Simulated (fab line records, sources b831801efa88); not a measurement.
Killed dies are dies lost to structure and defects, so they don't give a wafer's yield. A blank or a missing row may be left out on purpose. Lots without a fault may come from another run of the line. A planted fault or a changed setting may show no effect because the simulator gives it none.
fab line records | flow sfq_line
record lots=6 wafers=18 last_day=83
route steps=325 shown I2@110 M3@118
lots that met no fault: from a run of the same line without faults
start_h: hours from the record's first day to the start of the lot's first wafer shown | wait_h: hours since the lot's step before | " the same as in the row above | L1.1+2: a row that stands for several wafers | - no value, or no start given | * or withheld: withheld | < > ~ a bound
route shown NAME@n: a module of which the file shows steps, and the number in the route of the first | usual: mean/standard deviation of fault-free wafers | same: alike in all rows | chamber/n: place in a boat | sites: the reading at each site | _std_site: their standard deviation | _edge_site: outer sites' mean less inner sites' | radius_mm: how far each site lies from the wafer's centre | mask NAME#n: copy n | behind: the tool/chamber that last shaped the wafer | hold: why the lot was held/for how many hours/how that ended | device: the transistor (n, p or np) that didn't switch | end of line: the same wafers' tests at the end of the route | a step without rows: its recipe alone | killed: dies lost to structure and defects at the first sort, not the wafer's yield | map: a wafer's dies, x killed, . not, _ none there
set.NAME: the setting as run; set.NAME@STEP: as run at that earlier step | model.NAME: the simulator's own value behind a step, which no gauge read
lots at some steps of the route; a table a step, a row a wafer
services: from which hour (start_h, from the record's first day; less than 0 if before it) a tool's chamber was out of use, for how many hours, and why
## steps
# step SFQ_TRILAYER_I2_VIA_LITHO_EXPOSE_068
# recipe mask_id=I2 na=0.6 source_shape=conventional sigma_outer=0.65 target_cd_nm=500 dose_mj=21.3
# step SFQ_TRILAYER_I2_VIA_LITHO_PEB_070
# recipe peb_temp_c=115 peb_time_s=60 resist=KrF
# step SFQ_TRILAYER_I2_VIA_LITHO_DEVELOP_069
# recipe time_s=60 resist=KrF
# step SFQ_I2_OVL_MEAS_918
# usual I2_OVL=-2/5.5
# columns lot.wafer tool chamber start_h wait_h I2_OVL[nm]
L193.4 overlay-02 - 517.82 0.1 -5
L193.5 " - " " 3
L193.6 " - " " -6
L195.2 overlay-01 - 566.79 0.1 -6
L195.4 " - " " -6
L195.6 " - " " -8
L203.2 overlay-01 - 682.29 0.1 -1
L203.3 " - " " 4
L203.4 " - " " -6
L204.4 overlay-02 - 684.76 0.1 -4
L204.5 " - " " -6
L204.6 " - " " -6
L205.1 overlay-01 - 690.75 0.1 3
L205.2 " - " " 5
L205.5 " - " " 4
L213.1 overlay-02 - 750.75 0.1 8
L213.2 " - " " 8
L213.3 " - " " 9
# step SFQ_TRILAYER_I2_VIA_BARC_OPEN_VIA_ETCH_096
# recipe mask_material=PR chemistry=O2 target_depth_nm=125 target=BARC source_w=500 bias_w=80 pressure_mtorr=30 time_s=41.7
# usual drypump_motor_current_A=5.7/0.38 oes_product_au=0.685/0.0044
# columns lot.wafer tool chamber start_h wait_h drypump_motor_current_A oes_product_au rf_hours_counter_h
L193.4 rie_diel-03 3 517.84 0.0 5.7 0.687 10
L193.5 " 3 " " 5.7 0.685 -
L193.6 " 0 " " 6.4 0.691 -
L195.2 rie_diel-01 2 566.82 0.0 5.7 0.687 34
L195.4 " 0 " " 5.8 0.685 -
L195.6 " 2 " " 5.7 0.688 -
L203.2 rie_diel-03 3 682.32 0.0 5.7 0.688 12
L203.3 " 1 " " 5.6 0.683 36
L203.4 " 0 " " 6.4 0.690 26
L204.4 rie_diel-04 0 684.78 0.0 6.2 0.688 20
L204.5 " 1 " " 4.8 0.686 -
L204.6 " 0 " " 6.1 0.691 -
L205.1 rie_diel-03 3 690.78 0.0 5.7 0.681 12
L205.2 " 0 " " 6.3 0.676 26
L205.5 " 2 " " 5.4 0.690 -
L213.1 rie_diel-04 0 750.79 0.0 6.1 0.688 22
L213.2 " 1 " " 4.9 0.689 10
L213.3 " 3 " " 5.6 0.681 12
# step SFQ_TRILAYER_I2_VIA_ETCH_VIA_ETCH_070
# recipe target=SiO2 stop_on=Nb mask_material=PR taper_deg=20 chemistry=CHF3 target_depth_nm=260 source_w=500 bias_w=80 pressure_mtorr=30 time_s=withheld
# usual drypump_motor_current_A=5.7/0.38 oes_product_au=0.853/0.0048
# columns lot.wafer tool chamber start_h wait_h drypump_motor_current_A oes_product_au
L193.4 rie_diel-03 3 517.88 0.0 5.7 0.858
L193.5 " 3 " " 5.7 0.856
L193.6 " 0 " " 6.3 0.855
L195.2 rie_diel-01 2 566.86 0.0 5.7 0.860
L195.4 " 0 " " 5.8 0.852
L195.6 " 2 " " 5.7 0.855
L203.2 rie_diel-03 3 682.36 0.0 5.7 0.839
L203.3 " 1 " " 5.6 0.854
L203.4 " 0 " " 6.3 0.847
L204.4 rie_diel-04 0 684.82 0.0 6.1 0.852
L204.5 " 1 " " 4.8 0.855
L204.6 " 0 " " 6.1 0.858
L205.1 rie_diel-03 3 690.82 0.0 5.8 0.849
L205.2 " 0 " " 6.3 0.853
L205.5 " 2 " " 5.4 0.857
L213.1 rie_diel-04 0 750.83 0.0 6.2 0.849
L213.2 " 1 " " 4.8 0.850
L213.3 " 3 " " 5.6 0.852
# step SFQ_TRILAYER_I2_VIA_STRIP_STRIP_071
# recipe gas=O2 power_w=200 platen_temp_c=40 overash_fraction=0.65 chemistry=O2 pressure_mtorr=50
# usual drypump_motor_current_A=5.8/0.53 oes_product_au=1.000/0.0065
# columns lot.wafer tool chamber start_h wait_h drypump_motor_current_A oes_product_au rf_hours_counter_h
L193.4 rie_metal-02 0 518.19 - 6.6 1.004 -
L193.5 " 1 " " 5.9 0.994 -
L193.6 " 0 " " 6.6 0.999 -
L195.2 rie_metal-04 1 566.97 - 5.3 1.017 40
L195.4 " 1 " " 5.3 1.001 -
L195.6 " 0 " " 6.2 1.001 -
L203.2 rie_metal-02 1 682.48 - 5.9 0.992 64
L203.3 " 0 " " 6.6 0.997 -
L203.4 " 1 " " 5.9 0.993 -
L204.4 rie_metal-03 0 685.14 - 6.0 1.006 -
L204.5 " 0 " " 6.0 0.995 -
L204.6 " 1 " " 5.0 0.993 -
L205.1 rie_metal-03 0 690.94 - 6.0 1.001 83
L205.2 " 1 " " 5.0 0.998 15
L205.5 " 0 " " 6.0 1.008 -
L213.1 rie_metal-04 0 750.94 - 6.2 0.993 64
L213.2 " 1 " " 5.3 1.002 68
L213.3 " 0 " " 6.2 0.999 -
# step SFQ_TRILAYER_I2_VIA_STRIP_SOLV_CLEAN_072
# recipe chemistry=NMP temp_c=70 time_s=600
# step SFQ_TRILAYER_M3_DEP_PRE_CLEAN_074
# recipe gas=Ar time_s=22.5 bias_v=250
# step SFQ_TRILAYER_M3_DEP_SPUTTER_073
# recipe material=Nb base_pressure_pa=1.33e-06 chamber_pressure_pa=0.1333 substrate_temp_c=20 resputter_cathode_voltage_v=400 target_thk_nm=200 power_w=2000 time_s=133.3
# usual cathode_dc_power_W=2000.0/0.37 throttle_valve_pct=30.0/1.1
# columns lot.wafer tool chamber start_h wait_h cathode_dc_power_W throttle_valve_pct
L193.4 pvd_sputter-04 - 518.80 0.0 1999.9 30.4
L193.5 " - " " 2000.7 29.3
L193.6 " - " " 2000.2 30.5
L195.2 pvd_sputter-04 - 567.77 0.0 2000.6 29.8
L195.4 " - " " 1999.5 30.5
L195.6 " - " " 2000.4 28.6
L203.2 pvd_sputter-04 - 683.28 0.0 2000.5 30.5
L203.3 " - " " 2000.3 28.9
L203.4 " - " " 1999.8 29.9
L204.4 pvd_sputter-05 - 685.74 0.0 2000.1 31.7
L204.5 " - " " 2000.4 28.4
L204.6 " - " " 1999.6 31.8
L205.1 pvd_sputter-03 - 691.74 0.0 1999.7 29.1
L205.2 " - " " 1999.7 32.1
L205.5 " - " " 2000.2 29.5
L213.1 pvd_sputter-04 - 751.75 0.0 2000.0 28.7
L213.2 " - " " 1999.4 30.3
L213.3 " - " " 1999.9 29.3
# step SFQ_M3_RS_MEAS_919
# recipe thk_meas_gauge=four-point-probe reads=Nb_of_TRILAYER_M3_DEP_SPUTTER_073
# usual M3_NB_RS=0.890/0.008
# columns lot.wafer tool chamber start_h wait_h M3_NB_RS[ohm/sq]
L193.4 film_metro-04 - 518.95 0.1 0.896
L193.5 " - " " 0.892
L193.6 " - " " 0.899
L195.2 film_metro-03 - 567.88 0.1 0.885
L195.4 " - " " 0.887
L195.6 " - " " 0.882
L203.2 film_metro-03 - 683.39 0.1 0.893
L203.3 " - " " 0.883
L203.4 " - " " 0.894
L204.4 film_metro-04 - 685.89 0.1 0.885
L204.5 " - " " 0.894
L204.6 " - " " 0.889
L205.1 film_metro-04 - 691.83 0.0 0.886
L205.2 " - " " 0.891
L205.5 " - " " 0.891
L213.1 film_metro-02 - 751.84 0.0 0.886
L213.2 " - " " 0.888
L213.3 " - " " 0.878
# step SFQ_TRILAYER_M3_LITHO_COAT_080
# recipe resist=BARC spin_rpm=3000 resist_thk_nm=62
# usual chill_plate_temp_C=23.01/0.093 spin_speed_rpm=3000.0/2.1
# columns lot.wafer tool chamber start_h wait_h chill_plate_temp_C spin_speed_rpm model.BARC_of_TRILAYER_M3_LITHO_COAT_080.thk_nm
L193.4 litho_track-04 0 519.22 0.2 23.08 3001.1 62.12
L193.5 " 0 " " 23.12 2999.8 61.91
L193.6 " 0 " " 23.06 2999.1 61.96
L195.2 litho_track-01 0 568.09 0.1 22.89 2998.6 61.7
L195.4 " 0 " " 22.89 3000.9 61.78
L195.6 " 0 " " 22.84 3000.6 61.72
L203.2 litho_track-04 0 683.60 0.1 23.16 4113.2 52.82
L203.3 " 0 " " 23.08 4115.5 52.73
L203.4 " 0 " " 22.98 4115.2 52.71
L204.4 litho_track-04 0 686.16 0.2 23.12 4118.5 52.87
L204.5 " 0 " " 23.09 4118.0 52.87
L204.6 " 0 " " 22.89 4115.9 52.89
L205.1 litho_track-03 0 692.18 0.2 22.95 3002.0 62.09
L205.2 " 0 " " 23.00 3000.4 62.32
L205.5 " 0 " " 22.85 3001.1 62.33
L213.1 litho_track-03 0 752.02 0.1 22.83 2999.1 62.07
L213.2 " 0 " " 22.85 2999.4 61.97
L213.3 " 0 " " 22.95 3001.0 61.82
# step SFQ_TRILAYER_M3_LITHO_COAT_075
# recipe resist=KrF spin_rpm=3000 resist_thk_nm=600
# step SFQ_TRILAYER_M3_LITHO_SOFTBAKE_079
# recipe temp_c=withheld time_s=withheld resist=KrF
# step SFQ_TRILAYER_M3_LITHO_EXPOSE_076
# recipe mask_id=M3 na=0.6 source_shape=conventional sigma_outer=0.65 target_cd_nm=500 dose_mj=14.4
# step SFQ_TRILAYER_M3_LITHO_PEB_078
# recipe peb_temp_c=115 peb_time_s=60 resist=KrF
# step SFQ_TRILAYER_M3_LITHO_DEVELOP_077
# recipe time_s=60 resist=KrF
# step SFQ_M3_OVL_MEAS_921
# usual M3_OVL=-1/4.8
# columns lot.wafer tool chamber start_h wait_h M3_OVL[nm]
L193.4 overlay-02 - 672.89 0.1 3
L193.5 " - " " 8
L193.6 " - " " -3
L195.2 overlay-02 - 719.23 0.1 -5
L195.4 " - " " -4
L195.6 " - " " 4
L203.2 overlay-02 - 830.78 0.1 -3
L203.3 " - " " -3
L203.4 " - " " 1
L204.4 overlay-01 - 834.39 0.1 6
L204.5 " - " " -1
L204.6 " - " " 3
L205.1 overlay-01 - 841.70 0.1 3
L205.2 " - " " -4
L205.5 " - " " 6
L213.1 overlay-01 - 889.82 0.1 9
L213.2 " - " " 7
L213.3 " - " " 2
# step SFQ_TRILAYER_M3_BARC_OPEN_METAL_ETCH_100
# recipe mask_material=PR chemistry=O2 target_depth_nm=125 target=BARC icp_w=600 bias_w=80 pressure_mtorr=10 time_s=41.7
# usual drypump_motor_current_A=5.7/0.5 oes_product_au=0.685/0.0043
# columns lot.wafer tool chamber start_h wait_h drypump_motor_current_A oes_product_au rf_hours_counter_h model.etch.depth_nm
L193.4 rie_metal-02 1 672.93 0.0 5.9 0.690 - 62.12
L193.5 " 1 " " 5.9 0.685 - 61.91
L193.6 " 0 " " 6.6 0.679 - 61.96
L195.2 rie_metal-01 1 719.26 0.0 5.7 0.678 99 61.7
L195.4 " 1 " " 5.6 0.682 - 61.78
L195.6 " 0 " " 5.3 0.686 - 61.72
L203.2 rie_metal-03 1 830.81 0.0 5.0 0.648 36 52.82
L203.3 " 1 " " 5.0 0.632 - 52.73
L203.4 " 0 " " 5.9 0.645 - 52.71
L204.4 rie_metal-01 0 834.43 0.0 5.3 0.634 - 52.87
L204.5 " 0 " " 5.3 0.642 - 52.87
L204.6 " 1 " " 5.7 0.637 - 52.89
L205.1 rie_metal-01 0 841.73 0.0 5.3 0.688 144 62.09
L205.2 " 1 " " 5.7 0.685 117 62.32
L205.5 " 1 " " 5.7 0.684 - 62.33
L213.1 rie_metal-01 1 889.86 0.0 5.6 0.686 124 62.07
L213.2 " 0 " " 5.3 0.677 151 61.97
L213.3 " 0 " " 5.3 0.683 - 61.82
# step SFQ_TRILAYER_M3_ETCH_METAL_ETCH_078
# recipe target=Nb stop_on=SiO2 mask_material=PR chemistry=Cl2/Ar target_depth_nm=240 icp_w=600 bias_w=80 pressure_mtorr=10 time_s=120
# usual drypump_motor_current_A=5.7/0.5 oes_product_au=0.894/0.0066
# columns lot.wafer tool chamber start_h wait_h drypump_motor_current_A oes_product_au rf_hours_counter_h
L193.4 rie_metal-02 1 673.01 0.1 5.9 0.887 -
L193.5 " 1 " " 5.9 0.890 -
L193.6 " 0 " " 6.6 0.881 -
L195.2 rie_metal-01 1 719.32 0.0 5.7 0.895 99
L195.4 " 1 " " 5.7 0.893 -
L195.6 " 0 " " 5.3 0.903 -
L203.2 rie_metal-03 1 830.87 0.0 5.0 0.892 36
L203.3 " 1 " " 5.0 0.898 -
L203.4 " 0 " " 6.0 0.896 -
L204.4 rie_metal-01 0 834.51 0.1 5.3 0.903 -
L204.5 " 0 " " 5.3 0.895 -
L204.6 " 1 " " 5.7 0.903 -
L205.1 rie_metal-01 0 841.79 0.0 5.3 0.896 144
L205.2 " 1 " " 5.6 0.893 117
L205.5 " 1 " " 5.7 0.895 -
L213.1 rie_metal-01 1 889.92 0.0 5.7 0.902 124
L213.2 " 0 " " 5.3 0.891 151
L213.3 " 0 " " 5.3 0.903 -
## services
# columns tool chamber start_h hours kind
rie_diel-04 3 502.93 8.1 repair
rie_metal-01 - 508.64 15.6 pm
rie_diel-04 1 509.50 6.1 repair
rie_diel-03 3 538.67 9.7 repair
rie_metal-02 1 559.29 4.9 repair
rie_diel-03 - 577.37 28.1 pm
rie_diel-03 0 607.03 4.9 repair
rie_metal-03 0 616.56 1.3 repair
rie_diel-03 1 623.21 5.5 repair
rie_diel-03 - 631.24 0.6 repair
rie_diel-04 - 635.44 1.0 repair
pvd_sputter-04 - 720.94 2.4 repair
rie_diel-04 2 730.58 3.6 repair
rie_metal-02 1 738.27 6.8 repair
pvd_sputter-04 - 749.63 1.9 repair
rie_metal-02 - 757.61 1.4 repair
pvd_sputter-04 - 760.42 12.2 repair
rie_metal-01 1 765.12 1.9 repair
rie_metal-01 - 782.19 1.7 repair
rie_metal-03 - 783.73 0.8 repair
rie_diel-03 1 791.55 4.8 repair
rie_diel-03 3 829.30 1.2 repair
rie_diel-03 3 859.81 9.0 repair
rie_diel-03 1 883.66 7.0 repair
## key
first_sign step=SFQ_TRILAYER_M3_LITHO_COAT_080 reading=spin_speed_rpm direction=up sigmas=99+ usual=3000.0 struck=4116.0
effect step=SFQ_TRILAYER_M3_BARC_OPEN_METAL_ETCH_100 reading=oes_product_au direction=down sigmas=10 usual=0.685 struck=0.640
model_effect step=SFQ_TRILAYER_M3_LITHO_COAT_080 value=BARC_of_TRILAYER_M3_LITHO_COAT_080.thk_nm without=61.88 struck=52.82
model_effect step=SFQ_TRILAYER_M3_BARC_OPEN_METAL_ETCH_100 value=etch.depth_nm without=61.88 struck=52.82
met_at SFQ_TRILAYER_M3_LITHO_COAT_080
struck_wafers L203.2,L203.3,L203.4,L204.4,L204.5,L204.6
onset_between 519.22 683.60
fault kind=process_parameter_drift tool=litho_track-04 chamber=- onset_h=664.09 steps=SFQ_TRILAYER_M3_LITHO_COAT_080 channel=spin_rpm offset=1118.2 shape=step end_h=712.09 acts_in=these_recipes_only stated=3000
